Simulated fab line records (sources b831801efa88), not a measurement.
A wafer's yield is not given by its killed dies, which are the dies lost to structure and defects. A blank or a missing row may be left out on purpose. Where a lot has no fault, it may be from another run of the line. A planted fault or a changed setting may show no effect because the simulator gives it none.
fab line records || flow gf180mcu
[record] {"lots": 14, "wafers": 42, "last_day": 34}
route steps=602 shown NWELL@48 LVPWELL@61 VT_IMPLANT@119
lots with no fault: from the same line, run without faults
start_h: the number of hours between the record's first day and the start of the first shown wafer of the lot || wait_h: how many hours have passed since the lot's step before this one || " unchanged from the row above || L1.1+2: several wafers, shown together as one row || - no value, or no start was given || * or withheld: withheld || < > ~ a bound
route shown NAME@n: a module of which the file shows steps, and the number in the route of the first || usual: mean and standard deviation over wafers with no fault || same: alike in all rows || chamber/n: place in a boat || sites: readings site by site || _std_site: standard deviation across them || _edge_site: inner sites' mean taken away from outer sites' mean || radius_mm: for every site, how far away it sits from the centre of the wafer || mask NAME#n: copy n || behind: the most recent tool/chamber to have shaped the wafer || hold: reason for holding the lot/hours on hold/outcome of the hold || device: which transistor (n, p or np) failed to switch || end of line: the route-end tests of the same wafers || a step without rows: its recipe alone || killed: the dies lost at the first sort to structure and to defects; this is not the yield of the wafer || map: dies across one wafer; x = killed, . = not, _ = none there
set.NAME: the setting as run; set.NAME@STEP: as run at that earlier step || model.NAME: the simulator's own value behind a step, which no gauge read
a sample of lots followed through the steps of the route, with each step as a table and each wafer as a row
services: when a tool's chamber went out of use (start_h, in hours from the record's first day, below 0 if earlier), for how many hours, and the reason
[[steps]]
[step GF_NWELL_DEVELOP_06]
[recipe] {"wall_angle_deg": 90, "develop_time_s": 60, "dev_temp_c": 23}
[usual] {"chill_plate_temp_C": "23.01/0.11", "develop_time_s": "60/0"}
{"lot.wafer": "L407.3", "tool": "litho_track-02", "chamber": 0, "start_h": 57, "wait_h": "-", "chill_plate_temp_C": 22.84, "develop_time_s": 60}
{"lot.wafer": "L407.4", "tool": "litho_track-02", "chamber": 0, "start_h": 57, "wait_h": "-", "chill_plate_temp_C": 22.97, "develop_time_s": 60}
{"lot.wafer": "L407.6", "tool": "litho_track-02", "chamber": 0, "start_h": 57, "wait_h": "-", "chill_plate_temp_C": 22.73, "develop_time_s": 60}
{"lot.wafer": "L408.2", "tool": "litho_track-03", "chamber": 0, "start_h": 61, "wait_h": "-", "chill_plate_temp_C": 22.95, "develop_time_s": 60}
{"lot.wafer": "L408.4", "tool": "litho_track-03", "chamber": 0, "start_h": 61, "wait_h": "-", "chill_plate_temp_C": 22.83, "develop_time_s": 60}
{"lot.wafer": "L408.5", "tool": "litho_track-03", "chamber": 0, "start_h": 61, "wait_h": "-", "chill_plate_temp_C": 22.77, "develop_time_s": 60}
{"lot.wafer": "L409.4", "tool": "litho_track-01", "chamber": 0, "start_h": 66, "wait_h": "-", "chill_plate_temp_C": 23.05, "develop_time_s": 60}
{"lot.wafer": "L409.5", "tool": "litho_track-01", "chamber": 0, "start_h": 66, "wait_h": "-", "chill_plate_temp_C": 22.99, "develop_time_s": 60}
{"lot.wafer": "L409.6", "tool": "litho_track-01", "chamber": 0, "start_h": 66, "wait_h": "-", "chill_plate_temp_C": 23.03, "develop_time_s": 60}
{"lot.wafer": "L410.3", "tool": "litho_track-02", "chamber": 0, "start_h": 70, "wait_h": "-", "chill_plate_temp_C": 23.11, "develop_time_s": 60}
{"lot.wafer": "L410.4", "tool": "litho_track-02", "chamber": 0, "start_h": 70, "wait_h": "-", "chill_plate_temp_C": 22.97, "develop_time_s": 60}
{"lot.wafer": "L410.6", "tool": "litho_track-02", "chamber": 0, "start_h": 70, "wait_h": "-", "chill_plate_temp_C": 23.01, "develop_time_s": 60}
{"lot.wafer": "L411.1", "tool": "litho_track-01", "chamber": 0, "start_h": 76, "wait_h": "-", "chill_plate_temp_C": 22.99, "develop_time_s": 60}
{"lot.wafer": "L411.2", "tool": "litho_track-01", "chamber": 0, "start_h": 76, "wait_h": "-", "chill_plate_temp_C": 22.90, "develop_time_s": 60}
{"lot.wafer": "L411.4", "tool": "litho_track-01", "chamber": 0, "start_h": 76, "wait_h": "-", "chill_plate_temp_C": 22.97, "develop_time_s": 60}
{"lot.wafer": "L412.1", "tool": "litho_track-02", "chamber": 0, "start_h": 82, "wait_h": "-", "chill_plate_temp_C": 23.06, "develop_time_s": 60}
{"lot.wafer": "L412.3", "tool": "litho_track-02", "chamber": 0, "start_h": 82, "wait_h": "-", "chill_plate_temp_C": 23.16, "develop_time_s": 60}
{"lot.wafer": "L412.4", "tool": "litho_track-02", "chamber": 0, "start_h": 82, "wait_h": "-", "chill_plate_temp_C": 23.06, "develop_time_s": 60}
{"lot.wafer": "L413.2", "tool": "litho_track-01", "chamber": 0, "start_h": 87, "wait_h": "-", "chill_plate_temp_C": 23.13, "develop_time_s": 60}
{"lot.wafer": "L413.4", "tool": "litho_track-01", "chamber": 0, "start_h": 87, "wait_h": "-", "chill_plate_temp_C": 23.08, "develop_time_s": 60}
{"lot.wafer": "L413.5", "tool": "litho_track-01", "chamber": 0, "start_h": 87, "wait_h": "-", "chill_plate_temp_C": 23.13, "develop_time_s": 60}
{"lot.wafer": "L414.1", "tool": "litho_track-03", "chamber": 0, "start_h": 92, "wait_h": "-", "chill_plate_temp_C": 22.90, "develop_time_s": 60}
{"lot.wafer": "L414.5", "tool": "litho_track-03", "chamber": 0, "start_h": 92, "wait_h": "-", "chill_plate_temp_C": 23.24, "develop_time_s": 60}
{"lot.wafer": "L414.6", "tool": "litho_track-03", "chamber": 0, "start_h": 92, "wait_h": "-", "chill_plate_temp_C": 23.03, "develop_time_s": 60}
{"lot.wafer": "L415.1", "tool": "litho_track-01", "chamber": 0, "start_h": 99, "wait_h": "-", "chill_plate_temp_C": 22.82, "develop_time_s": 60}
{"lot.wafer": "L415.2", "tool": "litho_track-01", "chamber": 0, "start_h": 99, "wait_h": "-", "chill_plate_temp_C": 23.07, "develop_time_s": 60}
{"lot.wafer": "L415.6", "tool": "litho_track-01", "chamber": 0, "start_h": 99, "wait_h": "-", "chill_plate_temp_C": 23.13, "develop_time_s": 60}
{"lot.wafer": "L416.2", "tool": "litho_track-02", "chamber": "-", "start_h": 104, "wait_h": "-", "chill_plate_temp_C": "-", "develop_time_s": "-"}
{"lot.wafer": "L416.3", "tool": "litho_track-02", "chamber": "-", "start_h": 104, "wait_h": "-", "chill_plate_temp_C": "-", "develop_time_s": "-"}
{"lot.wafer": "L416.5", "tool": "litho_track-02", "chamber": "-", "start_h": 104, "wait_h": "-", "chill_plate_temp_C": "-", "develop_time_s": "-"}
{"lot.wafer": "L417.1", "tool": "litho_track-02", "chamber": "-", "start_h": 108, "wait_h": "-", "chill_plate_temp_C": "-", "develop_time_s": "-"}
{"lot.wafer": "L417.3", "tool": "litho_track-02", "chamber": "-", "start_h": 108, "wait_h": "-", "chill_plate_temp_C": "-", "develop_time_s": "-"}
{"lot.wafer": "L417.4", "tool": "litho_track-02", "chamber": "-", "start_h": 108, "wait_h": "-", "chill_plate_temp_C": "-", "develop_time_s": "-"}
{"lot.wafer": "L418.1", "tool": "litho_track-02", "chamber": 0, "start_h": 116, "wait_h": "-", "chill_plate_temp_C": 22.85, "develop_time_s": 60}
{"lot.wafer": "L418.2", "tool": "litho_track-02", "chamber": 0, "start_h": 116, "wait_h": "-", "chill_plate_temp_C": 22.84, "develop_time_s": 60}
{"lot.wafer": "L418.4", "tool": "litho_track-02", "chamber": 0, "start_h": 117, "wait_h": "-", "chill_plate_temp_C": 22.89, "develop_time_s": 60}
{"lot.wafer": "L427.2", "tool": "litho_track-02", "chamber": 0, "start_h": 166, "wait_h": "-", "chill_plate_temp_C": 22.99, "develop_time_s": 60}
{"lot.wafer": "L427.4", "tool": "litho_track-02", "chamber": 0, "start_h": 166, "wait_h": "-", "chill_plate_temp_C": 23.12, "develop_time_s": 60}
{"lot.wafer": "L427.5", "tool": "litho_track-02", "chamber": 0, "start_h": 166, "wait_h": "-", "chill_plate_temp_C": 23.03, "develop_time_s": 60}
{"lot.wafer": "L430.1", "tool": "litho_track-02", "chamber": 0, "start_h": 180, "wait_h": "-", "chill_plate_temp_C": 23.23, "develop_time_s": 60}
{"lot.wafer": "L430.5", "tool": "litho_track-02", "chamber": 0, "start_h": 180, "wait_h": "-", "chill_plate_temp_C": 23.12, "develop_time_s": 60}
{"lot.wafer": "L430.6", "tool": "litho_track-02", "chamber": 0, "start_h": 180, "wait_h": "-", "chill_plate_temp_C": 23.02, "develop_time_s": 60}
[step GF_NWELL_OVL_MEAS_07]
[usual] {"NWELL_OVL": "-0.1/1.3"}
{"lot.wafer": "L407.3", "tool": "overlay-01", "chamber": "-", "start_h": 57.66, "wait_h": "-", "NWELL_OVL[nm]": 0.1}
{"lot.wafer": "L407.4", "tool": "overlay-01", "chamber": "-", "start_h": 57.66, "wait_h": "-", "NWELL_OVL[nm]": -0.3}
{"lot.wafer": "L407.6", "tool": "overlay-01", "chamber": "-", "start_h": 57.66, "wait_h": "-", "NWELL_OVL[nm]": -2.0}
{"lot.wafer": "L408.2", "tool": "overlay-01", "chamber": "-", "start_h": 61.28, "wait_h": "-", "NWELL_OVL[nm]": 0.6}
{"lot.wafer": "L408.4", "tool": "overlay-01", "chamber": "-", "start_h": 61.28, "wait_h": "-", "NWELL_OVL[nm]": 1.1}
{"lot.wafer": "L408.5", "tool": "overlay-01", "chamber": "-", "start_h": 61.28, "wait_h": "-", "NWELL_OVL[nm]": 0.7}
{"lot.wafer": "L409.4", "tool": "overlay-01", "chamber": "-", "start_h": 66.32, "wait_h": "-", "NWELL_OVL[nm]": 2.1}
{"lot.wafer": "L409.5", "tool": "overlay-01", "chamber": "-", "start_h": 66.32, "wait_h": "-", "NWELL_OVL[nm]": 0.4}
{"lot.wafer": "L409.6", "tool": "overlay-01", "chamber": "-", "start_h": 66.32, "wait_h": "-", "NWELL_OVL[nm]": 0.0}
{"lot.wafer": "L410.3", "tool": "overlay-01", "chamber": "-", "start_h": 70.46, "wait_h": "-", "NWELL_OVL[nm]": 1.4}
{"lot.wafer": "L410.4", "tool": "overlay-01", "chamber": "-", "start_h": 70.46, "wait_h": "-", "NWELL_OVL[nm]": 0.6}
{"lot.wafer": "L410.6", "tool": "overlay-01", "chamber": "-", "start_h": 70.46, "wait_h": "-", "NWELL_OVL[nm]": 0.1}
{"lot.wafer": "L411.1", "tool": "overlay-01", "chamber": "-", "start_h": 76.55, "wait_h": "-", "NWELL_OVL[nm]": -0.6}
{"lot.wafer": "L411.2", "tool": "overlay-01", "chamber": "-", "start_h": 76.55, "wait_h": "-", "NWELL_OVL[nm]": -1.5}
{"lot.wafer": "L411.4", "tool": "overlay-01", "chamber": "-", "start_h": 76.55, "wait_h": "-", "NWELL_OVL[nm]": -0.9}
{"lot.wafer": "L412.1", "tool": "overlay-02", "chamber": "-", "start_h": 82.60, "wait_h": "-", "NWELL_OVL[nm]": 1.7}
{"lot.wafer": "L412.3", "tool": "overlay-02", "chamber": "-", "start_h": 82.60, "wait_h": "-", "NWELL_OVL[nm]": -0.9}
{"lot.wafer": "L412.4", "tool": "overlay-02", "chamber": "-", "start_h": 82.60, "wait_h": "-", "NWELL_OVL[nm]": -0.9}
{"lot.wafer": "L413.2", "tool": "overlay-02", "chamber": "-", "start_h": 87.76, "wait_h": "-", "NWELL_OVL[nm]": 0.1}
{"lot.wafer": "L413.4", "tool": "overlay-02", "chamber": "-", "start_h": 87.76, "wait_h": "-", "NWELL_OVL[nm]": -1.9}
{"lot.wafer": "L413.5", "tool": "overlay-02", "chamber": "-", "start_h": 87.76, "wait_h": "-", "NWELL_OVL[nm]": 0.6}
{"lot.wafer": "L414.1", "tool": "overlay-01", "chamber": "-", "start_h": 92.87, "wait_h": "-", "NWELL_OVL[nm]": -0.2}
{"lot.wafer": "L414.5", "tool": "overlay-01", "chamber": "-", "start_h": 92.87, "wait_h": "-", "NWELL_OVL[nm]": 0.3}
{"lot.wafer": "L414.6", "tool": "overlay-01", "chamber": "-", "start_h": 92.87, "wait_h": "-", "NWELL_OVL[nm]": 0.0}
{"lot.wafer": "L415.1", "tool": "overlay-02", "chamber": "-", "start_h": 99.20, "wait_h": "-", "NWELL_OVL[nm]": -2.8}
{"lot.wafer": "L415.2", "tool": "overlay-02", "chamber": "-", "start_h": 99.20, "wait_h": "-", "NWELL_OVL[nm]": -0.1}
{"lot.wafer": "L415.6", "tool": "overlay-02", "chamber": "-", "start_h": 99.20, "wait_h": "-", "NWELL_OVL[nm]": -0.9}
{"lot.wafer": "L416.2", "tool": "overlay-01", "chamber": "-", "start_h": 104.31, "wait_h": "-", "NWELL_OVL[nm]": "-"}
{"lot.wafer": "L416.3", "tool": "overlay-01", "chamber": "-", "start_h": 104.31, "wait_h": "-", "NWELL_OVL[nm]": "-"}
{"lot.wafer": "L416.5", "tool": "overlay-01", "chamber": "-", "start_h": 104.31, "wait_h": "-", "NWELL_OVL[nm]": "-"}
{"lot.wafer": "L417.1", "tool": "overlay-01", "chamber": "-", "start_h": 108.80, "wait_h": "-", "NWELL_OVL[nm]": "-"}
{"lot.wafer": "L417.3", "tool": "overlay-01", "chamber": "-", "start_h": 108.80, "wait_h": "-", "NWELL_OVL[nm]": "-"}
{"lot.wafer": "L417.4", "tool": "overlay-01", "chamber": "-", "start_h": 108.80, "wait_h": "-", "NWELL_OVL[nm]": "-"}
{"lot.wafer": "L418.1", "tool": "overlay-01", "chamber": "-", "start_h": 117.10, "wait_h": "-", "NWELL_OVL[nm]": -2.2}
{"lot.wafer": "L418.2", "tool": "overlay-01", "chamber": "-", "start_h": 117.10, "wait_h": "-", "NWELL_OVL[nm]": -0.7}
{"lot.wafer": "L418.4", "tool": "overlay-01", "chamber": "-", "start_h": 117.10, "wait_h": "-", "NWELL_OVL[nm]": 0.2}
{"lot.wafer": "L427.2", "tool": "overlay-02", "chamber": "-", "start_h": 166.31, "wait_h": "-", "NWELL_OVL[nm]": -1.9}
{"lot.wafer": "L427.4", "tool": "overlay-02", "chamber": "-", "start_h": 166.31, "wait_h": "-", "NWELL_OVL[nm]": -1.4}
{"lot.wafer": "L427.5", "tool": "overlay-02", "chamber": "-", "start_h": 166.31, "wait_h": "-", "NWELL_OVL[nm]": -0.9}
{"lot.wafer": "L430.1", "tool": "overlay-01", "chamber": "-", "start_h": 180.80, "wait_h": "-", "NWELL_OVL[nm]": -0.6}
{"lot.wafer": "L430.5", "tool": "overlay-01", "chamber": "-", "start_h": 180.80, "wait_h": "-", "NWELL_OVL[nm]": -1.1}
{"lot.wafer": "L430.6", "tool": "overlay-01", "chamber": "-", "start_h": 180.80, "wait_h": "-", "NWELL_OVL[nm]": -1.9}
[step GF_LVPWELL_OVL_MEAS_07]
[usual] {"LVPWELL_OVL": "-0.8/1.2"}
{"lot.wafer": "L407.3", "tool": "overlay-02", "chamber": "-", "start_h": 70.77, "wait_h": "-", "LVPWELL_OVL[nm]": -0.9}
{"lot.wafer": "L407.4", "tool": "overlay-02", "chamber": "-", "start_h": 70.77, "wait_h": "-", "LVPWELL_OVL[nm]": -0.8}
{"lot.wafer": "L407.6", "tool": "overlay-02", "chamber": "-", "start_h": 70.77, "wait_h": "-", "LVPWELL_OVL[nm]": -1.6}
{"lot.wafer": "L408.2", "tool": "overlay-02", "chamber": "-", "start_h": 74.66, "wait_h": "-", "LVPWELL_OVL[nm]": -0.4}
{"lot.wafer": "L408.4", "tool": "overlay-02", "chamber": "-", "start_h": 74.66, "wait_h": "-", "LVPWELL_OVL[nm]": -0.8}
{"lot.wafer": "L408.5", "tool": "overlay-02", "chamber": "-", "start_h": 74.66, "wait_h": "-", "LVPWELL_OVL[nm]": -0.4}
{"lot.wafer": "L409.4", "tool": "overlay-02", "chamber": "-", "start_h": 79.77, "wait_h": "-", "LVPWELL_OVL[nm]": -0.6}
{"lot.wafer": "L409.5", "tool": "overlay-02", "chamber": "-", "start_h": 79.77, "wait_h": "-", "LVPWELL_OVL[nm]": 0.5}
{"lot.wafer": "L409.6", "tool": "overlay-02", "chamber": "-", "start_h": 79.77, "wait_h": "-", "LVPWELL_OVL[nm]": 0.2}
{"lot.wafer": "L410.3", "tool": "overlay-02", "chamber": "-", "start_h": 84.27, "wait_h": "-", "LVPWELL_OVL[nm]": 0.3}
{"lot.wafer": "L410.4", "tool": "overlay-02", "chamber": "-", "start_h": 84.27, "wait_h": "-", "LVPWELL_OVL[nm]": -0.3}
{"lot.wafer": "L410.6", "tool": "overlay-02", "chamber": "-", "start_h": 84.27, "wait_h": "-", "LVPWELL_OVL[nm]": -1.7}
{"lot.wafer": "L411.1", "tool": "overlay-02", "chamber": "-", "start_h": 89.80, "wait_h": "-", "LVPWELL_OVL[nm]": 0.3}
{"lot.wafer": "L411.2", "tool": "overlay-02", "chamber": "-", "start_h": 89.80, "wait_h": "-", "LVPWELL_OVL[nm]": -2.1}
{"lot.wafer": "L411.4", "tool": "overlay-02", "chamber": "-", "start_h": 89.80, "wait_h": "-", "LVPWELL_OVL[nm]": -0.2}
{"lot.wafer": "L412.1", "tool": "overlay-01", "chamber": "-", "start_h": 96.55, "wait_h": "-", "LVPWELL_OVL[nm]": -1.1}
{"lot.wafer": "L412.3", "tool": "overlay-01", "chamber": "-", "start_h": 96.55, "wait_h": "-", "LVPWELL_OVL[nm]": 0.8}
{"lot.wafer": "L412.4", "tool": "overlay-01", "chamber": "-", "start_h": 96.55, "wait_h": "-", "LVPWELL_OVL[nm]": -1.6}
{"lot.wafer": "L413.2", "tool": "overlay-02", "chamber": "-", "start_h": 101.98, "wait_h": "-", "LVPWELL_OVL[nm]": 1.1}
{"lot.wafer": "L413.4", "tool": "overlay-02", "chamber": "-", "start_h": 101.98, "wait_h": "-", "LVPWELL_OVL[nm]": 0.3}
{"lot.wafer": "L413.5", "tool": "overlay-02", "chamber": "-", "start_h": 101.98, "wait_h": "-", "LVPWELL_OVL[nm]": 0.9}
{"lot.wafer": "L414.1", "tool": "overlay-02", "chamber": "-", "start_h": 107.30, "wait_h": "-", "LVPWELL_OVL[nm]": -1.6}
{"lot.wafer": "L414.5", "tool": "overlay-02", "chamber": "-", "start_h": 107.30, "wait_h": "-", "LVPWELL_OVL[nm]": 0.2}
{"lot.wafer": "L414.6", "tool": "overlay-02", "chamber": "-", "start_h": 107.30, "wait_h": "-", "LVPWELL_OVL[nm]": -0.8}
{"lot.wafer": "L415.1", "tool": "overlay-01", "chamber": "-", "start_h": 113.85, "wait_h": "-", "LVPWELL_OVL[nm]": -2.6}
{"lot.wafer": "L415.2", "tool": "overlay-01", "chamber": "-", "start_h": 113.85, "wait_h": "-", "LVPWELL_OVL[nm]": -3.3}
{"lot.wafer": "L415.6", "tool": "overlay-01", "chamber": "-", "start_h": 113.85, "wait_h": "-", "LVPWELL_OVL[nm]": -3.0}
{"lot.wafer": "L416.2", "tool": "overlay-02", "chamber": "-", "start_h": 118.91, "wait_h": "-", "LVPWELL_OVL[nm]": -0.7}
{"lot.wafer": "L416.3", "tool": "overlay-02", "chamber": "-", "start_h": 118.91, "wait_h": "-", "LVPWELL_OVL[nm]": 0.1}
{"lot.wafer": "L416.5", "tool": "overlay-02", "chamber": "-", "start_h": 118.91, "wait_h": "-", "LVPWELL_OVL[nm]": -0.2}
{"lot.wafer": "L417.1", "tool": "overlay-01", "chamber": "-", "start_h": 123.15, "wait_h": "-", "LVPWELL_OVL[nm]": -1.4}
{"lot.wafer": "L417.3", "tool": "overlay-01", "chamber": "-", "start_h": 123.15, "wait_h": "-", "LVPWELL_OVL[nm]": -0.4}
{"lot.wafer": "L417.4", "tool": "overlay-01", "chamber": "-", "start_h": 123.15, "wait_h": "-", "LVPWELL_OVL[nm]": -0.5}
{"lot.wafer": "L418.1", "tool": "overlay-02", "chamber": "-", "start_h": 131.72, "wait_h": "-", "LVPWELL_OVL[nm]": -4.2}
{"lot.wafer": "L418.2", "tool": "overlay-02", "chamber": "-", "start_h": 131.72, "wait_h": "-", "LVPWELL_OVL[nm]": -0.6}
{"lot.wafer": "L418.4", "tool": "overlay-02", "chamber": "-", "start_h": 131.72, "wait_h": "-", "LVPWELL_OVL[nm]": 0.3}
{"lot.wafer": "L427.2", "tool": "overlay-02", "chamber": "-", "start_h": 182.78, "wait_h": "-", "LVPWELL_OVL[nm]": 0.0}
{"lot.wafer": "L427.4", "tool": "overlay-02", "chamber": "-", "start_h": 182.78, "wait_h": "-", "LVPWELL_OVL[nm]": -1.7}
{"lot.wafer": "L427.5", "tool": "overlay-02", "chamber": "-", "start_h": 182.78, "wait_h": "-", "LVPWELL_OVL[nm]": 0.1}
{"lot.wafer": "L430.1", "tool": "overlay-01", "chamber": "-", "start_h": 198.55, "wait_h": "-", "LVPWELL_OVL[nm]": -0.2}
{"lot.wafer": "L430.5", "tool": "overlay-01", "chamber": "-", "start_h": 198.55, "wait_h": "-", "LVPWELL_OVL[nm]": -1.4}
{"lot.wafer": "L430.6", "tool": "overlay-01", "chamber": "-", "start_h": 198.55, "wait_h": "-", "LVPWELL_OVL[nm]": 0.8}
[step GF_VT_IMPLANT_OVL_MEAS_29]
[usual] {"VT_IMPLANT_02_OVL": "-0.1/1.4"}
{"lot.wafer": "L407.3", "tool": "overlay-02", "chamber": "-", "start_h": 143.42, "wait_h": 0.1, "VT_IMPLANT_02_OVL[nm]": 0.5}
{"lot.wafer": "L407.4", "tool": "overlay-02", "chamber": "-", "start_h": 143.42, "wait_h": 0.1, "VT_IMPLANT_02_OVL[nm]": 0.7}
{"lot.wafer": "L407.6", "tool": "overlay-02", "chamber": "-", "start_h": 143.42, "wait_h": 0.1, "VT_IMPLANT_02_OVL[nm]": 2.1}
{"lot.wafer": "L408.2", "tool": "overlay-02", "chamber": "-", "start_h": 147.96, "wait_h": 0.1, "VT_IMPLANT_02_OVL[nm]": -1.3}
{"lot.wafer": "L408.4", "tool": "overlay-02", "chamber": "-", "start_h": 147.96, "wait_h": 0.1, "VT_IMPLANT_02_OVL[nm]": -1.0}
{"lot.wafer": "L408.5", "tool": "overlay-02", "chamber": "-", "start_h": 147.96, "wait_h": 0.1, "VT_IMPLANT_02_OVL[nm]": -0.8}
{"lot.wafer": "L409.4", "tool": "overlay-01", "chamber": "-", "start_h": 153.87, "wait_h": 0.1, "VT_IMPLANT_02_OVL[nm]": 2.0}
{"lot.wafer": "L409.5", "tool": "overlay-01", "chamber": "-", "start_h": 153.87, "wait_h": 0.1, "VT_IMPLANT_02_OVL[nm]": 0.6}
{"lot.wafer": "L409.6", "tool": "overlay-01", "chamber": "-", "start_h": 153.87, "wait_h": 0.1, "VT_IMPLANT_02_OVL[nm]": 3.5}
{"lot.wafer": "L410.3", "tool": "overlay-02", "chamber": "-", "start_h": 157.53, "wait_h": 0.1, "VT_IMPLANT_02_OVL[nm]": -2.0}
{"lot.wafer": "L410.4", "tool": "overlay-02", "chamber": "-", "start_h": 157.53, "wait_h": 0.1, "VT_IMPLANT_02_OVL[nm]": -0.5}
{"lot.wafer": "L410.6", "tool": "overlay-02", "chamber": "-", "start_h": 157.53, "wait_h": 0.1, "VT_IMPLANT_02_OVL[nm]": -1.7}
{"lot.wafer": "L411.1", "tool": "overlay-01", "chamber": "-", "start_h": 166.72, "wait_h": 0.1, "VT_IMPLANT_02_OVL[nm]": -0.7}
{"lot.wafer": "L411.2", "tool": "overlay-01", "chamber": "-", "start_h": 166.72, "wait_h": 0.1, "VT_IMPLANT_02_OVL[nm]": -1.7}
{"lot.wafer": "L411.4", "tool": "overlay-01", "chamber": "-", "start_h": 166.72, "wait_h": 0.1, "VT_IMPLANT_02_OVL[nm]": -0.8}
{"lot.wafer": "L412.1", "tool": "overlay-01", "chamber": "-", "start_h": 174.15, "wait_h": 0.1, "VT_IMPLANT_02_OVL[nm]": -1.3}
{"lot.wafer": "L412.3", "tool": "overlay-01", "chamber": "-", "start_h": 174.15, "wait_h": 0.1, "VT_IMPLANT_02_OVL[nm]": 0.5}
{"lot.wafer": "L412.4", "tool": "overlay-01", "chamber": "-", "start_h": 174.15, "wait_h": 0.1, "VT_IMPLANT_02_OVL[nm]": 0.0}
{"lot.wafer": "L413.2", "tool": "overlay-01", "chamber": "-", "start_h": 180.08, "wait_h": 0.1, "VT_IMPLANT_02_OVL[nm]": 0.1}
{"lot.wafer": "L413.4", "tool": "overlay-01", "chamber": "-", "start_h": 180.08, "wait_h": 0.1, "VT_IMPLANT_02_OVL[nm]": 0.5}
{"lot.wafer": "L413.5", "tool": "overlay-01", "chamber": "-", "start_h": 180.08, "wait_h": 0.1, "VT_IMPLANT_02_OVL[nm]": 1.6}
{"lot.wafer": "L414.1", "tool": "overlay-02", "chamber": "-", "start_h": 185.47, "wait_h": 0.1, "VT_IMPLANT_02_OVL[nm]": 0.7}
{"lot.wafer": "L414.5", "tool": "overlay-02", "chamber": "-", "start_h": 185.47, "wait_h": 0.1, "VT_IMPLANT_02_OVL[nm]": 0.4}
{"lot.wafer": "L414.6", "tool": "overlay-02", "chamber": "-", "start_h": 185.47, "wait_h": 0.1, "VT_IMPLANT_02_OVL[nm]": 0.4}
{"lot.wafer": "L415.1", "tool": "overlay-02", "chamber": "-", "start_h": 192.70, "wait_h": 0.1, "VT_IMPLANT_02_OVL[nm]": 0.1}
{"lot.wafer": "L415.2", "tool": "overlay-02", "chamber": "-", "start_h": 192.70, "wait_h": 0.1, "VT_IMPLANT_02_OVL[nm]": 0.0}
{"lot.wafer": "L415.6", "tool": "overlay-02", "chamber": "-", "start_h": 192.70, "wait_h": 0.1, "VT_IMPLANT_02_OVL[nm]": -0.3}
{"lot.wafer": "L416.2", "tool": "overlay-02", "chamber": "-", "start_h": 198.48, "wait_h": 0.1, "VT_IMPLANT_02_OVL[nm]": 0.9}
{"lot.wafer": "L416.3", "tool": "overlay-02", "chamber": "-", "start_h": 198.48, "wait_h": 0.1, "VT_IMPLANT_02_OVL[nm]": -1.3}
{"lot.wafer": "L416.5", "tool": "overlay-02", "chamber": "-", "start_h": 198.48, "wait_h": 0.1, "VT_IMPLANT_02_OVL[nm]": 1.0}
{"lot.wafer": "L417.1", "tool": "overlay-02", "chamber": "-", "start_h": 204.00, "wait_h": 0.1, "VT_IMPLANT_02_OVL[nm]": -0.3}
{"lot.wafer": "L417.3", "tool": "overlay-02", "chamber": "-", "start_h": 204.00, "wait_h": 0.1, "VT_IMPLANT_02_OVL[nm]": -1.2}
{"lot.wafer": "L417.4", "tool": "overlay-02", "chamber": "-", "start_h": 204.00, "wait_h": 0.1, "VT_IMPLANT_02_OVL[nm]": -0.6}
{"lot.wafer": "L418.1", "tool": "overlay-02", "chamber": "-", "start_h": 214.95, "wait_h": 0.1, "VT_IMPLANT_02_OVL[nm]": 2.9}
{"lot.wafer": "L418.2", "tool": "overlay-02", "chamber": "-", "start_h": 214.95, "wait_h": 0.1, "VT_IMPLANT_02_OVL[nm]": -0.4}
{"lot.wafer": "L418.4", "tool": "overlay-02", "chamber": "-", "start_h": 214.95, "wait_h": 0.1, "VT_IMPLANT_02_OVL[nm]": 2.4}
{"lot.wafer": "L427.2", "tool": "overlay-01", "chamber": "-", "start_h": 273.51, "wait_h": 0.1, "VT_IMPLANT_02_OVL[nm]": -1.0}
{"lot.wafer": "L427.4", "tool": "overlay-01", "chamber": "-", "start_h": 273.51, "wait_h": 0.1, "VT_IMPLANT_02_OVL[nm]": -1.5}
{"lot.wafer": "L427.5", "tool": "overlay-01", "chamber": "-", "start_h": 273.51, "wait_h": 0.1, "VT_IMPLANT_02_OVL[nm]": -3.7}
{"lot.wafer": "L430.1", "tool": "overlay-01", "chamber": "-", "start_h": 293.65, "wait_h": 0.1, "VT_IMPLANT_02_OVL[nm]": 1.9}
{"lot.wafer": "L430.5", "tool": "overlay-01", "chamber": "-", "start_h": 293.65, "wait_h": 0.1, "VT_IMPLANT_02_OVL[nm]": 2.1}
{"lot.wafer": "L430.6", "tool": "overlay-01", "chamber": "-", "start_h": 293.65, "wait_h": 0.1, "VT_IMPLANT_02_OVL[nm]": 0.7}
[[services]]
{"tool": "litho_track-02", "chamber": "-", "start_h": 98.72, "hours": "-", "kind": "consumable_replace:filter"}
[[key]]
[first_sign] {"step": "GF_NWELL_DEVELOP_06", "reading": "tool_record", "direction": "missing"}
effect none on later readings
met_at GF_NWELL_DEVELOP_06
struck_lots L416,L417
sort_left_out L416.2,L416.3,L416.5,L417.1,L417.3,L417.4
tester_left_out L416,L417
not_acting_at GF_NWELL_OVL_MEAS_07,GF_LVPWELL_OVL_MEAS_07,GF_VT_IMPLANT_OVL_MEAS_29
onset_between 82 104
[fault] {"kind": "skipped_step_whole", "tool": "litho_track-02", "chamber": "-", "onset_h": 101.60, "steps": "GF_NWELL_DEVELOP_06", "scope": "struck_lots_only"}
// tester_left_out: of these lots the tester's yield and bins aren't shown, on N5 and GAA mostly nor the transistor test; their killed dies are dies lost to structure and defects alone, not to doping, threshold or leakage, so they don't give the yield
// sort_left_out: the simulated sort isn't trusted on such a fault, so these wafers' sort isn't shown, and their yield isn't known
